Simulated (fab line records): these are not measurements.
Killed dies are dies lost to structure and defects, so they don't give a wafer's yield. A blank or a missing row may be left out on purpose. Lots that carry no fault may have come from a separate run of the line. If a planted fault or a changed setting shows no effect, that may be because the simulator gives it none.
fab line records + flow sky130
[record]
- lots = 11
- wafers = 32
- last_day = 50
route steps=708 shown METAL3@563 VIA3@594 CAP2M@605
lots that met no fault: taken from a fault-free run of the same line
start_h: start of the lot's first displayed wafer, in hours after the record's first day + wait_h: hours elapsed since this lot's preceding step + " as in the row above + L1.1+2: several wafers, shown together as one row + - no value, or no start was given + * or withheld: withheld + < > ~ a bound
route shown NAME@n: a module of which the file shows steps, and the number in the route of the first + usual: the fault-free wafers' mean and standard deviation + same: alike in all rows + chamber/n: place in a boat + sites: each site's reading + _std_site: the standard deviation of these + _edge_site: mean of outer sites minus mean of inner sites + radius_mm: how far each site lies from the wafer's centre + mask NAME#n: copy n + behind: the most recent tool/chamber to have shaped the wafer + hold: why the lot went on hold/how many hours it stayed there/how the hold came to an end + device: transistor that didn't switch, given as n, p or np + end of line: the route-end tests of the same wafers + a step without rows: its recipe alone + killed: the dies lost at the first sort to structure and to defects; this is not the yield of the wafer + map: shows each die of a wafer: x if killed, . if not, _ if none is there
set.NAME: the setting as run; set.NAME@STEP: as run at that earlier step + model.NAME: the simulator's own value behind a step, which no gauge read
the route's steps for a sample of lots (tables are steps, rows are wafers)
services: from which hour (start_h, from the record's first day; less than 0 if before it) a tool's chamber was out of use, for how many hours, and why
[[steps]]
[step SKY_METAL3_CD_MEAS_13]
[recipe]
- target_cd_nm = 300
[usual]
- cd_nm = 300.5/1.4
| lot.wafer | tool      | chamber | start_h | wait_h | cd_nm |
|-----------|-----------|---------|---------|--------|-------|
| L103.3    | cd_sem-02 | -       | 903.69  | -      | 300.9 |
| L103.4    | "         | -       | "       | "      | 301.4 |
| L103.5    | "         | -       | "       | "      | 300.1 |
| L104.3    | cd_sem-01 | -       | 919.32  | -      | 300.1 |
| L104.4    | "         | -       | "       | "      | 299.7 |
| L104.6    | "         | -       | "       | "      | 300.3 |
| L105.1    | cd_sem-01 | -       | 922.83  | -      | 300.5 |
| L105.4    | "         | -       | "       | "      | 300.7 |
| L105.6    | "         | -       | "       | "      | 299.9 |
| L108.1    | cd_sem-02 | -       | 949.15  | -      | 301.2 |
| L108.2    | "         | -       | "       | "      | 301.3 |
| L108.3    | "         | -       | "       | "      | 300.1 |
| L110.1    | cd_sem-01 | -       | 959.79  | -      | 301.5 |
| L110.4    | "         | -       | "       | "      | 301.1 |
| L110.6    | "         | -       | "       | "      | 299.8 |
| L111.1    | cd_sem-02 | -       | 967.00  | -      | 299.9 |
| L111.3    | "         | -       | "       | "      | 300.2 |
| L111.5    | "         | -       | "       | "      | 300.8 |
| L117.1    | cd_sem-02 | -       | 1008.83 | -      | 300.7 |
| L117.3    | "         | -       | "       | "      | 301.0 |
| L117.6    | "         | -       | "       | "      | 299.9 |
| L120.3    | cd_sem-01 | -       | 1032.65 | -      | 302.1 |
| L120.5    | "         | -       | "       | "      | 302.4 |
| L122.1    | cd_sem-01 | -       | 1042.29 | -      | 302.1 |
| L122.2    | "         | -       | "       | "      | 302.5 |
| L122.4    | "         | -       | "       | "      | 300.5 |
| L123.4    | cd_sem-01 | -       | 1049.26 | -      | 300.3 |
| L123.5    | "         | -       | "       | "      | 298.9 |
| L123.6    | "         | -       | "       | "      | 300.0 |
| L125.1    | cd_sem-01 | -       | 1064.44 | -      | 301.8 |
| L125.4    | "         | -       | "       | "      | 299.9 |
| L125.5    | "         | -       | "       | "      | 300.5 |
[step SKY_METAL3_OVL_MEAS_14]
[usual]
- METAL3_OVL = -1/4.8
| lot.wafer | tool       | chamber | start_h | wait_h | METAL3_OVL[nm] |
|-----------|------------|---------|---------|--------|----------------|
| L103.3    | overlay-02 | -       | 903.79  | 0.1    | -1             |
| L103.4    | "          | -       | "       | "      | -1             |
| L103.5    | "          | -       | "       | "      | 0              |
| L104.3    | overlay-01 | -       | 919.41  | 0.1    | -17            |
| L104.4    | "          | -       | "       | "      | -4             |
| L104.6    | "          | -       | "       | "      | -9             |
| L105.1    | overlay-02 | -       | 922.95  | 0.1    | 1              |
| L105.4    | "          | -       | "       | "      | 7              |
| L105.6    | "          | -       | "       | "      | 5              |
| L108.1    | overlay-01 | -       | 949.27  | 0.1    | -7             |
| L108.2    | "          | -       | "       | "      | -1             |
| L108.3    | "          | -       | "       | "      | -1             |
| L110.1    | overlay-01 | -       | 959.91  | 0.1    | -1             |
| L110.4    | "          | -       | "       | "      | -1             |
| L110.6    | "          | -       | "       | "      | 3              |
| L111.1    | overlay-01 | -       | 967.12  | 0.1    | 4              |
| L111.3    | "          | -       | "       | "      | 6              |
| L111.5    | "          | -       | "       | "      | -1             |
| L117.1    | overlay-01 | -       | 1008.95 | 0.1    | 1              |
| L117.3    | "          | -       | "       | "      | 3              |
| L117.6    | "          | -       | "       | "      | 10             |
| L120.3    | overlay-01 | -       | 1032.74 | 0.1    | 0              |
| L120.5    | "          | -       | "       | "      | -4             |
| L122.1    | overlay-02 | -       | 1042.41 | 0.1    | 3              |
| L122.2    | "          | -       | "       | "      | 4              |
| L122.4    | "          | -       | "       | "      | 4              |
| L123.4    | overlay-02 | -       | 1049.34 | 0.1    | -3             |
| L123.5    | "          | -       | "       | "      | -5             |
| L123.6    | "          | -       | "       | "      | 1              |
| L125.1    | overlay-01 | -       | 1064.56 | 0.1    | 1              |
| L125.4    | "          | -       | "       | "      | 1              |
| L125.5    | "          | -       | "       | "      | 1              |
[step SKY_VIA3_CVD_21]
[recipe]
- material = W
- target_thk_nm = 390
- time_s = 117.31
- temp_c = 400
- pressure_torr = 40
[usual]
- heater_power_w = 821/44
| lot.wafer | tool     | chamber | start_h | wait_h | heater_power_w |
|-----------|----------|---------|---------|--------|----------------|
| L103.3    | cvd_w-01 | 1       | 930.81  | 0.1    | 886            |
| L103.4    | "        | 0       | "       | "      | 794            |
| L103.5    | "        | 1       | "       | "      | 904            |
| L104.3    | cvd_w-01 | 1       | 948.14  | 0.1    | 891            |
| L104.4    | "        | 0       | "       | "      | 808            |
| L104.6    | "        | 1       | "       | "      | 905            |
| L105.1    | cvd_w-02 | 0       | 950.41  | 0.0    | 769            |
| L105.4    | "        | 0       | "       | "      | 790            |
| L105.6    | "        | 0       | "       | "      | 794            |
| L108.1    | cvd_w-01 | 0       | 975.47  | 0.0    | 816            |
| L108.2    | "        | 1       | "       | "      | 875            |
| L108.3    | "        | 1       | "       | "      | 877            |
| L110.1    | cvd_w-02 | 0       | 985.73  | 0.0    | 780            |
| L110.4    | "        | 1       | "       | "      | 790            |
| L110.6    | "        | 1       | "       | "      | 786            |
| L111.1    | cvd_w-02 | 1       | 993.86  | 0.0    | 758            |
| L111.3    | "        | 1       | "       | "      | 805            |
| L111.5    | "        | 1       | "       | "      | 781            |
| L117.1    | cvd_w-02 | 0       | 1034.61 | 0.0    | 801            |
| L117.3    | "        | 0       | "       | "      | 809            |
| L117.6    | "        | 0       | "       | "      | 796            |
| L120.3    | cvd_w-02 | 0       | 1057.74 | 0.1    | 786            |
| L120.5    | "        | 1       | "       | "      | 770            |
| L122.1    | cvd_w-01 | 1       | 1066.25 | 0.0    | 897            |
| L122.2    | "        | 0       | "       | "      | 816            |
| L122.4    | "        | 1       | "       | "      | 886            |
| L123.4    | cvd_w-01 | 1       | 1073.31 | 0.1    | 901            |
| L123.5    | "        | 0       | "       | "      | 797            |
| L123.6    | "        | 1       | "       | "      | 865            |
| L125.1    | cvd_w-01 | 0       | 1087.80 | 0.0    | 806            |
| L125.4    | "        | 1       | "       | "      | 884            |
| L125.5    | "        | 0       | "       | "      | 801            |
[step SKY_VIA3_RS_MEAS_22]
[recipe]
- thk_meas_gauge = four-point-probe
- reads = W_of_VIA3_CVD_21+TiN_of_VIA3_SPUTTER_20
[usual]
- VIA3_W_RS = 0.294/0.0061
| lot.wafer | tool          | chamber | start_h | wait_h | VIA3_W_RS[ohm/sq] |
|-----------|---------------|---------|---------|--------|-------------------|
| L103.3    | film_metro-02 | -       | 930.93  | 0.1    | 0.294             |
| L103.4    | "             | -       | "       | "      | 0.283             |
| L103.5    | "             | -       | "       | "      | 0.297             |
| L104.3    | film_metro-03 | -       | 948.26  | 0.1    | 0.300             |
| L104.4    | "             | -       | "       | "      | 0.288             |
| L104.6    | "             | -       | "       | "      | 0.296             |
| L105.1    | film_metro-03 | -       | 950.66  | 0.2    | 0.299             |
| L105.4    | "             | -       | "       | "      | 0.300             |
| L105.6    | "             | -       | "       | "      | 0.304             |
| L108.1    | film_metro-03 | -       | 975.59  | 0.1    | 0.287             |
| L108.2    | "             | -       | "       | "      | 0.292             |
| L108.3    | "             | -       | "       | "      | 0.293             |
| L110.1    | film_metro-04 | -       | 985.86  | 0.1    | 0.303             |
| L110.4    | "             | -       | "       | "      | 0.301             |
| L110.6    | "             | -       | "       | "      | 0.301             |
| L111.1    | film_metro-03 | -       | 993.98  | 0.1    | 0.296             |
| L111.3    | "             | -       | "       | "      | 0.297             |
| L111.5    | "             | -       | "       | "      | 0.298             |
| L117.1    | film_metro-04 | -       | 1034.86 | 0.2    | 0.301             |
| L117.3    | "             | -       | "       | "      | 0.253             |
| L117.6    | "             | -       | "       | "      | 0.300             |
| L120.3    | film_metro-04 | -       | 1057.86 | 0.1    | 0.255             |
| L120.5    | "             | -       | "       | "      | 0.298             |
| L122.1    | film_metro-02 | -       | 1066.37 | 0.1    | 0.296             |
| L122.2    | "             | -       | "       | "      | 0.284             |
| L122.4    | "             | -       | "       | "      | 0.296             |
| L123.4    | film_metro-04 | -       | 1073.45 | 0.1    | 0.298             |
| L123.5    | "             | -       | "       | "      | 0.289             |
| L123.6    | "             | -       | "       | "      | 0.296             |
| L125.1    | film_metro-03 | -       | 1087.92 | 0.1    | 0.286             |
| L125.4    | "             | -       | "       | "      | 0.292             |
| L125.5    | "             | -       | "       | "      | 0.285             |
[step SKY_VIA3_THK_MEAS_23]
[recipe]
- thk_meas_gauge = xrf
- reads = W_of_VIA3_CVD_21
[usual]
- VIA3_W_THK = 397/9.3
| lot.wafer | tool          | chamber | start_h | wait_h | VIA3_W_THK[nm] |
|-----------|---------------|---------|---------|--------|----------------|
| L103.3    | film_metro-02 | -       | 931.03  | 0.1    | 398            |
| L103.4    | "             | -       | "       | "      | 413            |
| L103.5    | "             | -       | "       | "      | 398            |
| L104.3    | film_metro-03 | -       | 948.36  | 0.1    | 383            |
| L104.4    | "             | -       | "       | "      | 402            |
| L104.6    | "             | -       | "       | "      | 391            |
| L105.1    | film_metro-03 | -       | 950.78  | 0.1    | 386            |
| L105.4    | "             | -       | "       | "      | 385            |
| L105.6    | "             | -       | "       | "      | 381            |
| L108.1    | film_metro-03 | -       | 975.71  | 0.1    | 404            |
| L108.2    | "             | -       | "       | "      | 397            |
| L108.3    | "             | -       | "       | "      | 395            |
| L110.1    | film_metro-04 | -       | 985.98  | 0.1    | 380            |
| L110.4    | "             | -       | "       | "      | 384            |
| L110.6    | "             | -       | "       | "      | 386            |
| L111.1    | film_metro-03 | -       | 994.10  | 0.1    | 392            |
| L111.3    | "             | -       | "       | "      | 391            |
| L111.5    | "             | -       | "       | "      | 391            |
| L117.1    | film_metro-04 | -       | 1034.98 | 0.1    | 388            |
| L117.3    | "             | -       | "       | "      | 463            |
| L117.6    | "             | -       | "       | "      | 391            |
| L120.3    | film_metro-04 | -       | 1057.96 | 0.1    | 455            |
| L120.5    | "             | -       | "       | "      | 387            |
| L122.1    | film_metro-02 | -       | 1066.49 | 0.1    | 398            |
| L122.2    | "             | -       | "       | "      | 417            |
| L122.4    | "             | -       | "       | "      | 396            |
| L123.4    | film_metro-04 | -       | 1073.54 | 0.1    | 389            |
| L123.5    | "             | -       | "       | "      | 400            |
| L123.6    | "             | -       | "       | "      | 389            |
| L125.1    | film_metro-03 | -       | 1088.04 | 0.1    | 410            |
| L125.4    | "             | -       | "       | "      | 400            |
| L125.5    | "             | -       | "       | "      | 414            |
[step SKY_VIA3_CMP_24]
[recipe]
- stop_on = SiO2
- t_overpolish_s = 20
- down_force_psi = 3.5
- platen_rpm = 60
- target_thk_nm = 0
- pad_velocity_m_s = 0.94248
[usual]
- motor_current_A = 10.8/0.92
- retaining_ring_pressure_frac = 0.999/0.0048
- slurry_filter_dp_kPa = 13.51/0.13
- slurry_flow_ml_min = 150.0/0.5
- time_to_endpoint_s = 97/3.6
| lot.wafer | tool   | chamber | start_h | wait_h | motor_current_A | retaining_ring_pressure_frac | slurry_filter_dp_kPa | slurry_flow_ml_min | time_to_endpoint_s |
|-----------|--------|---------|---------|--------|-----------------|------------------------------|----------------------|--------------------|--------------------|
| L103.3    | cmp-02 | 2       | 931.07  | 0.0    | 10.9            | 1.002                        | 13.37                | 149.9              | 95                 |
| L103.4    | "      | 3       | "       | "      | 11.5            | 0.993                        | 13.40                | 150.2              | 100                |
| L103.5    | "      | 3       | "       | "      | 10.6            | 1.002                        | 13.53                | 150.4              | 95                 |
| L104.3    | cmp-01 | 2       | 948.40  | 0.0    | 10.3            | 0.998                        | 13.54                | 150.3              | 91                 |
| L104.4    | "      | 3       | "       | "      | 12.3            | 0.994                        | 13.54                | 150.2              | 94                 |
| L104.6    | "      | 2       | "       | "      | 10.1            | 1.005                        | 13.53                | 149.3              | 95                 |
| L105.4    | cmp-02 | 2       | 950.89  | 0.1    | 10.7            | 1.000                        | 13.59                | 150.4              | 97                 |
| L105.1    | "      | 3       | "       | "      | 11.5            | 0.994                        | 13.54                | 150.4              | 93                 |
| L105.6    | "      | 1       | "       | "      | 11.3            | 0.997                        | 13.70                | 150.8              | 92                 |
| L108.2    | cmp-02 | 2       | 975.94  | 0.2    | 10.6            | 0.993                        | 13.59                | 149.9              | 101                |
| L108.3    | "      | 3       | "       | "      | 11.0            | 1.001                        | 13.40                | 150.4              | 101                |
| L108.1    | "      | 0       | "       | "      | 10.0            | 0.995                        | 13.51                | 150.4              | 104                |
| L110.1    | cmp-01 | 0       | 986.09  | 0.1    | 11.1            | 1.003                        | 13.55                | 150.8              | 89                 |
| L110.4    | "      | 2       | "       | "      | 9.8             | 1.004                        | 13.54                | 150.1              | 94                 |
| L110.6    | "      | 0       | "       | "      | 10.2            | 1.004                        | 13.44                | 149.6              | 92                 |
| L111.3    | cmp-02 | 1       | 994.26  | 0.1    | 11.8            | 1.000                        | 13.52                | 150.3              | 94                 |
| L111.1    | "      | 2       | "       | "      | 10.7            | 1.002                        | 13.51                | 150.2              | 98                 |
| L111.5    | "      | 3       | "       | "      | 11.0            | 1.001                        | 13.54                | 150.0              | 96                 |
| L117.1    | cmp-02 | 1       | 1035.04 | 0.1    | 11.7            | 1.000                        | 13.36                | 150.2              | 97                 |
| L117.3    | "      | 2       | "       | "      | 10.0            | 1.002                        | 13.47                | 149.5              | 117                |
| L117.6    | "      | 2       | "       | "      | 11.2            | 0.997                        | 13.67                | 149.7              | 96                 |
| L120.3    | cmp-01 | 0       | 1058.15 | 0.2    | 10.7            | 0.995                        | 13.22                | 149.7              | 109                |
| L120.5    | "      | 1       | "       | "      | 9.7             | 0.995                        | 13.33                | 150.1              | 95                 |
| L122.2    | cmp-02 | 3       | 1066.55 | 0.0    | 10.9            | 0.993                        | 13.44                | 150.0              | 101                |
| L122.4    | "      | 0       | "       | "      | 9.6             | 1.000                        | 13.73                | 150.5              | 94                 |
| L122.1    | "      | 1       | "       | "      | 11.9            | 1.007                        | 13.55                | 149.9              | 93                 |
| L123.4    | cmp-02 | 2       | 1073.62 | 0.1    | 11.0            | 1.002                        | 13.49                | 149.5              | 98                 |
| L123.5    | "      | 1       | "       | "      | 11.6            | 0.999                        | 13.51                | 151.0              | 94                 |
| L123.6    | "      | 2       | "       | "      | 10.1            | 0.995                        | 13.45                | 149.4              | 96                 |
| L125.1    | cmp-02 | 3       | 1088.15 | 0.1    | 11.6            | 0.990                        | 13.63                | 149.8              | 99                 |
| L125.4    | "      | 1       | "       | "      | 11.4            | 1.001                        | 13.43                | 150.1              | 99                 |
| L125.5    | "      | 2       | "       | "      | 10.4            | 0.998                        | 13.51                | 149.3              | 104                |
[step SKY_CAP2M_SPUTTER_02]
[recipe]
- material = TiN
- target_thk_nm = 200
- temp_c = 300
- power_w = 6500
- time_s = 166.7
- chamber_pressure_pa = 0.4
[usual]
- throttle_valve_pct = 30.1/1.1
| lot.wafer | tool           | chamber | start_h | wait_h | throttle_valve_pct |
|-----------|----------------|---------|---------|--------|--------------------|
| L103.3    | pvd_sputter-01 | -       | 931.61  | 0.0    | 27.5               |
| L103.4    | "              | -       | "       | "      | 31.2               |
| L103.5    | "              | -       | "       | "      | 29.7               |
| L104.3    | pvd_sputter-03 | -       | 948.94  | 0.0    | 29.4               |
| L104.4    | "              | -       | "       | "      | 29.7               |
| L104.6    | "              | -       | "       | "      | 29.7               |
| L105.1    | pvd_sputter-03 | -       | 951.39  | 0.1    | 29.2               |
| L105.4    | "              | -       | "       | "      | 29.8               |
| L105.6    | "              | -       | "       | "      | 29.6               |
| L108.1    | pvd_sputter-03 | -       | 976.47  | 0.1    | 29.7               |
| L108.2    | "              | -       | "       | "      | 29.3               |
| L108.3    | "              | -       | "       | "      | 29.8               |
| L110.1    | pvd_sputter-01 | -       | 986.57  | 0.1    | 27.6               |
| L110.4    | "              | -       | "       | "      | 31.4               |
| L110.6    | "              | -       | "       | "      | 29.9               |
| L111.1    | pvd_sputter-04 | -       | 994.70  | 0.1    | 31.3               |
| L111.3    | "              | -       | "       | "      | 30.8               |
| L111.5    | "              | -       | "       | "      | 28.7               |
| L117.1    | pvd_sputter-04 | -       | 1035.57 | 0.1    | 31.0               |
| L117.3    | "              | -       | "       | "      | 30.6               |
| L117.6    | "              | -       | "       | "      | 31.5               |
| L120.3    | pvd_sputter-01 | -       | 1058.54 | 0.0    | 31.5               |
| L120.5    | "              | -       | "       | "      | 29.9               |
| L122.1    | pvd_sputter-04 | -       | 1067.08 | 0.1    | 30.6               |
| L122.2    | "              | -       | "       | "      | 30.8               |
| L122.4    | "              | -       | "       | "      | 28.4               |
| L123.4    | pvd_sputter-03 | -       | 1074.10 | 0.0    | 29.9               |
| L123.5    | "              | -       | "       | "      | 29.7               |
| L123.6    | "              | -       | "       | "      | 29.6               |
| L125.1    | pvd_sputter-04 | -       | 1088.64 | 0.1    | 31.5               |
| L125.4    | "              | -       | "       | "      | 30.7               |
| L125.5    | "              | -       | "       | "      | 30.6               |
[[services]]
| tool           | chamber | start_h | hours | kind                           |
|----------------|---------|---------|-------|--------------------------------|
| cmp-02         | -       | 909.80  | 1.5   | repair                         |
| cmp-02         | -       | 912.11  | 4.0   | pm                             |
| cmp-02         | -       | 916.11  | -     | consumable_replace:conditioner |
| cmp-02         | -       | 916.11  | -     | consumable_replace:pad         |
| cvd_w-01       | 0       | 918.00  | -     | clean                          |
| cvd_w-01       | 1       | 918.00  | -     | clean                          |
| cvd_w-02       | 1       | 941.65  | 9.9   | repair                         |
| cvd_w-01       | 0       | 956.58  | 11.1  | repair                         |
| cmp-02         | -       | 958.43  | 5.5   | pm                             |
| pvd_sputter-04 | 0       | 970.28  | -     | consumable_replace:kit         |
| pvd_sputter-04 | 0       | 970.28  | 18.0  | scheduled_down                 |
| cvd_w-02       | 1       | 973.29  | 2.9   | repair                         |
| cmp-02         | -       | 974.73  | 0.2   | repair                         |
| cmp-01         | -       | 975.72  | 1.3   | repair                         |
| pvd_sputter-03 | -       | 994.57  | 1.2   | repair                         |
| cmp-02         | -       | 996.62  | 0.8   | repair                         |
| cmp-02         | -       | 1004.48 | 3.1   | repair                         |
| cvd_w-02       | -       | 1013.44 | 8.4   | repair                         |
| cmp-01         | -       | 1015.34 | 5.2   | pm                             |
| cvd_w-02       | 1       | 1031.01 | 11.4  | repair                         |
| pvd_sputter-03 | -       | 1045.94 | 2.6   | repair                         |
| cmp-02         | -       | 1056.92 | 5.4   | pm                             |
| cmp-02         | -       | 1083.06 | 0.9   | repair                         |
| cmp-01         | -       | 1087.32 | 4.0   | pm                             |
[[key]]
[first_sign]
- step = SKY_VIA3_RS_MEAS_22
- reading = VIA3_W_RS
- direction = down
- sigmas = 6.6
- usual = 0.294
- struck = 0.254
[effect]
- step = SKY_VIA3_THK_MEAS_23
- reading = VIA3_W_THK
- direction = up
- sigmas = 6.7
- usual = 397
- struck = 459
[effect]
- step = SKY_VIA3_CMP_24
- reading = time_to_endpoint_s
- direction = up
- sigmas = 4.5
- usual = *
- struck = *
met_at SKY_VIA3_CVD_21
struck_lots L117,L120
struck_wafers L117.3,L120.3
sort_left_out L120.3
not_acting_at SKY_METAL3_CD_MEAS_13,SKY_METAL3_OVL_MEAS_14,SKY_CAP2M_SPUTTER_02
onset_between 993.86 1034.61
[fault]
- kind = process_parameter_drift
- tool = cvd_w-02
- chamber = -
- onset_h = 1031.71
- steps = SKY_VIA3_CVD_21
- channel = target_thk_nm
- offset = 69.492
- shape = step
- end_h = 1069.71
- scope = struck_wafers_only
- acts_in = these_recipes_only
- stated = 390
// sort_left_out: the simulated sort isn't trusted on such a fault, so these wafers' sort isn't shown, and their yield isn't known
